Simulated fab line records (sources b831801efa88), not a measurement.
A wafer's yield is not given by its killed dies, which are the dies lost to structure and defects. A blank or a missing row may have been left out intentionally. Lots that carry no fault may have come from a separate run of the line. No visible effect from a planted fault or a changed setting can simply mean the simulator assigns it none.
The tool behind it: which one? || flow sky130 || Sampling: 12 lots, 36 wafers, 4 of 708 route steps

WHAT THE GAUGES READ, wafer by wafer
SKY_FIELD_ISO_THK_MEAS_02.
{"lot": "L910", "measured": "day 1 19:16", "on": "film-metro-02", "FIELD_ISO_OXIDATION_00_THK (nm)": "12.28 12.38 12.33"}
{"lot": "L912", "measured": "day 2 03:17", "on": "film-metro-04", "FIELD_ISO_OXIDATION_00_THK (nm)": "11.98 12.01 11.96"}
{"lot": "L915", "measured": "day 2 18:02", "on": "film-metro-04", "FIELD_ISO_OXIDATION_00_THK (nm)": "12.07 11.85 12.25"}
{"lot": "L916", "measured": "day 2 22:44", "on": "film-metro-03", "FIELD_ISO_OXIDATION_00_THK (nm)": "12.01 12.14 12.14"}
{"lot": "L917", "measured": "day 3 03:38", "on": "film-metro-03", "FIELD_ISO_OXIDATION_00_THK (nm)": "12.37 12.21 12.20"}
{"lot": "L918", "measured": "day 3 09:22", "on": "film-metro-04", "FIELD_ISO_OXIDATION_00_THK (nm)": "12.09 12.21 11.87"}
{"lot": "L919", "measured": "day 3 14:49", "on": "film-metro-04", "FIELD_ISO_OXIDATION_00_THK (nm)": "12.13 12.54 12.45"}
{"lot": "L921", "measured": "day 3 23:38", "on": "film-metro-03", "FIELD_ISO_OXIDATION_00_THK (nm)": "12.01 11.85 12.22"}
{"lot": "L922", "measured": "day 4 05:26", "on": "film-metro-02", "FIELD_ISO_OXIDATION_00_THK (nm)": "12.47 12.39 12.24"}
{"lot": "L928", "measured": "day 5 10:38", "on": "film-metro-02", "FIELD_ISO_OXIDATION_00_THK (nm)": "13.30 13.48 13.41"}
{"lot": "L929", "measured": "day 5 16:22", "on": "film-metro-02", "FIELD_ISO_OXIDATION_00_THK (nm)": "13.78 13.73 13.58"}
{"lot": "L930", "measured": "day 5 23:18", "on": "film-metro-02", "FIELD_ISO_OXIDATION_00_THK (nm)": "13.44 13.66 13.59"}

SKY_NWELL_OVL_MEAS_10.
{"lot": "L910", "measured": "day 4 21:43", "on": "overlay-01", "NWELL_00_OVL (nm)": "0.4 -2.2 -0.2"}
{"lot": "L912", "measured": "day 5 07:13", "on": "overlay-01", "NWELL_00_OVL (nm)": "2.0 1.5 2.5"}
{"lot": "L915", "measured": "day 6 00:17", "on": "overlay-01", "NWELL_00_OVL (nm)": "-2.4 -2.9 -2.6"}
{"lot": "L916", "measured": "day 6 07:55", "on": "overlay-01", "NWELL_00_OVL (nm)": "-2.0 -2.6 -3.7"}
{"lot": "L917", "measured": "day 6 15:08", "on": "overlay-02", "NWELL_00_OVL (nm)": "1.8 2.4 -0.6"}
{"lot": "L918", "measured": "day 6 23:14", "on": "overlay-02", "NWELL_00_OVL (nm)": "-1.3 -0.3 -1.8"}
{"lot": "L919", "measured": "day 7 00:55", "on": "overlay-01", "NWELL_00_OVL (nm)": "0.7 -1.9 -2.1"}
{"lot": "L921", "measured": "day 7 11:52", "on": "overlay-01", "NWELL_00_OVL (nm)": "-0.2 -0.6 -0.3"}
{"lot": "L922", "measured": "day 7 16:04", "on": "overlay-02", "NWELL_00_OVL (nm)": "-0.3 -0.7 -1.0"}
{"lot": "L928", "measured": "day 9 06:58", "on": "overlay-01", "NWELL_00_OVL (nm)": "-1.5 -1.0 -1.5"}
{"lot": "L929", "measured": "day 10 06:22", "on": "overlay-01", "NWELL_00_OVL (nm)": "0.3 -2.1 -1.5"}
{"lot": "L930", "measured": "day 10 16:01", "on": "overlay-01", "NWELL_00_OVL (nm)": "-1.2 -0.1 -0.6"}

WHAT TOOL EACH LOT RAN ON (gives the tool, then ch and the chambers of the sampled wafers, and finally the start)
{"lot": "L910", "SKY_FIELD_ISO_OXIDATION_01": "furnace-01 ch 0, day 1 17:45", "SKY_FIELD_ISO_ETCH_14": "rie-diel-01 ch 0,1, day 2 14:56"}
{"lot": "L912", "SKY_FIELD_ISO_OXIDATION_01": "furnace-02 ch 0, day 2 01:46", "SKY_FIELD_ISO_ETCH_14": "rie-diel-04 ch 0,2,3, day 2 21:59"}
{"lot": "L915", "SKY_FIELD_ISO_OXIDATION_01": "furnace-01 ch 0, day 2 16:31", "SKY_FIELD_ISO_ETCH_14": "rie-diel-01 ch 0,1,2, day 3 13:20"}
{"lot": "L916", "SKY_FIELD_ISO_OXIDATION_01": "furnace-02 ch 0, day 2 21:13", "SKY_FIELD_ISO_ETCH_14": "rie-diel-01 ch 0,1,3, day 3 21:45"}
{"lot": "L917", "SKY_FIELD_ISO_OXIDATION_01": "furnace-02 ch 0, day 3 02:07", "SKY_FIELD_ISO_ETCH_14": "rie-diel-01 ch 1,2, day 4 01:26"}
{"lot": "L918", "SKY_FIELD_ISO_OXIDATION_01": "furnace-01 ch 0, day 3 07:50", "SKY_FIELD_ISO_ETCH_14": "rie-diel-01 ch 2,3, day 4 07:25"}
{"lot": "L919", "SKY_FIELD_ISO_OXIDATION_01": "furnace-01 ch 0, day 3 13:18", "SKY_FIELD_ISO_ETCH_14": "rie-diel-02 ch 0,2, day 4 10:12"}
{"lot": "L921", "SKY_FIELD_ISO_OXIDATION_01": "furnace-01 ch 0, day 3 22:07", "SKY_FIELD_ISO_ETCH_14": "rie-diel-02 ch 0,2, day 4 20:31"}
{"lot": "L922", "SKY_FIELD_ISO_OXIDATION_01": "furnace-01 ch 0, day 4 03:55", "SKY_FIELD_ISO_ETCH_14": "rie-diel-01 ch 0,1, day 5 02:18"}
{"lot": "L928", "SKY_FIELD_ISO_OXIDATION_01": "furnace-02 ch 0, day 5 09:07", "SKY_FIELD_ISO_ETCH_14": "rie-diel-04 ch 0,3, day 6 07:12"}
{"lot": "L929", "SKY_FIELD_ISO_OXIDATION_01": "furnace-02 ch 0, day 5 14:51", "SKY_FIELD_ISO_ETCH_14": "rie-diel-01 ch 0,2, day 6 13:07"}
{"lot": "L930", "SKY_FIELD_ISO_OXIDATION_01": "furnace-02 ch 0, day 5 21:47", "SKY_FIELD_ISO_ETCH_14": "rie-diel-02 ch 1,2,3, day 6 20:29"}
- SKY_FIELD_ISO_OXIDATION_01: stabilise 600 s, purge 300 s, target thk 12 nm.
- SKY_FIELD_ISO_ETCH_14: etches BARC in N2/H2, stops on SiO2, time 45.9 s, target depth 60 nm.

AS READ BY THE TOOLS THEMSELVES (means over the sampled wafers that have a number; for cases with no such wafer, the mark the record gives instead)
SKY_FIELD_ISO_OXIDATION_01.
{"lot": "L910", "tool": "furnace-01", "spike-tc-centre-C (C)": 899.5}
{"lot": "L912", "tool": "furnace-02", "spike-tc-centre-C (C)": 900.0}
{"lot": "L915", "tool": "furnace-01", "spike-tc-centre-C (C)": 901.3}
{"lot": "L916", "tool": "furnace-02", "spike-tc-centre-C (C)": 900.1}
{"lot": "L917", "tool": "furnace-02", "spike-tc-centre-C (C)": 898.8}
{"lot": "L918", "tool": "furnace-01", "spike-tc-centre-C (C)": 900.0}
{"lot": "L919", "tool": "furnace-01", "spike-tc-centre-C (C)": 900.2}
{"lot": "L921", "tool": "furnace-01", "spike-tc-centre-C (C)": 899.6}
{"lot": "L922", "tool": "furnace-01", "spike-tc-centre-C (C)": 899.9}
{"lot": "L928", "tool": "furnace-02", "spike-tc-centre-C (C)": 900.7}
{"lot": "L929", "tool": "furnace-02", "spike-tc-centre-C (C)": 899.7}
{"lot": "L930", "tool": "furnace-02", "spike-tc-centre-C (C)": 899.7}

SKY_FIELD_ISO_ETCH_14.
{"lot": "L910", "tool": "rie-diel-01", "drypump-motor-current-A (A)": 5.8, "oes-product-au (a.u.)": 0.861, "throttle-valve-pct (%)": 13.226}
{"lot": "L912", "tool": "rie-diel-04", "drypump-motor-current-A (A)": 6.4, "oes-product-au (a.u.)": 0.853, "throttle-valve-pct (%)": 13.224}
{"lot": "L915", "tool": "rie-diel-01", "drypump-motor-current-A (A)": 5.9, "oes-product-au (a.u.)": 0.854, "throttle-valve-pct (%)": 13.221}
{"lot": "L916", "tool": "rie-diel-01", "drypump-motor-current-A (A)": 5.4, "oes-product-au (a.u.)": 0.854, "throttle-valve-pct (%)": 13.226}
{"lot": "L917", "tool": "rie-diel-01", "drypump-motor-current-A (A)": 6.1, "oes-product-au (a.u.)": 0.855, "throttle-valve-pct (%)": 13.221}
{"lot": "L918", "tool": "rie-diel-01", "drypump-motor-current-A (A)": 5.2, "oes-product-au (a.u.)": 0.857, "throttle-valve-pct (%)": 13.226}
{"lot": "L919", "tool": "rie-diel-02", "drypump-motor-current-A (A)": 5.9, "oes-product-au (a.u.)": 0.855, "throttle-valve-pct (%)": 13.222}
{"lot": "L921", "tool": "rie-diel-02", "drypump-motor-current-A (A)": 5.9, "oes-product-au (a.u.)": 0.850, "throttle-valve-pct (%)": 13.232}
{"lot": "L922", "tool": "rie-diel-01", "drypump-motor-current-A (A)": 5.9, "oes-product-au (a.u.)": 0.855, "throttle-valve-pct (%)": 13.225}
{"lot": "L928", "tool": "rie-diel-04", "drypump-motor-current-A (A)": 6.4, "oes-product-au (a.u.)": 0.850, "throttle-valve-pct (%)": 13.219}
{"lot": "L929", "tool": "rie-diel-01", "drypump-motor-current-A (A)": 6.0, "oes-product-au (a.u.)": 0.852, "throttle-valve-pct (%)": 13.222}
{"lot": "L930", "tool": "rie-diel-02", "drypump-motor-current-A (A)": 5.8, "oes-product-au (a.u.)": 0.858, "throttle-valve-pct (%)": 13.226}

THE ANSWER, worked out from the rows above alone
Rule: the usual values come from the lots themselves. The widest of any qualifying gaps counts: lots, ordered by their means at a reading, are off when they make up no more than a third of the lots, leave a main group of 4 or more, and stand apart from it by 3 or more times the standard deviation of that group's means. The tables above print the reading to a certain number of digits; a main group whose means all agree to those digits is not used. Also off: a lot with no number at a reading for which 4 or more lots have one. All remaining lots with rows at the step are treated as sound. Order of review: gauges by route order, followed by the tools' own readings, for which a lot's mean as printed above is used. At the first step where some lot is off, the reading lying furthest off is the one used; lots without a number count as furthest.
Off: L928, L929, L930, at SKY_FIELD_ISO_THK_MEAS_02 (FIELD_ISO_OXIDATION_00_THK). Mean 12.17 nm and standard deviation 0.15 in the main group.
A tool fits if, at a process step before that reading, it ran every lot that is off, and no sound lot after the first of them. The gauges at SKY_FIELD_ISO_THK_MEAS_02 are tried like those tools. Can't be told from this: 2 tools fit, furnace-02 at SKY_FIELD_ISO_OXIDATION_01, film-metro-02 at SKY_FIELD_ISO_THK_MEAS_02.

WHAT HAD BEEN PUT IN BY THE SIMULATOR
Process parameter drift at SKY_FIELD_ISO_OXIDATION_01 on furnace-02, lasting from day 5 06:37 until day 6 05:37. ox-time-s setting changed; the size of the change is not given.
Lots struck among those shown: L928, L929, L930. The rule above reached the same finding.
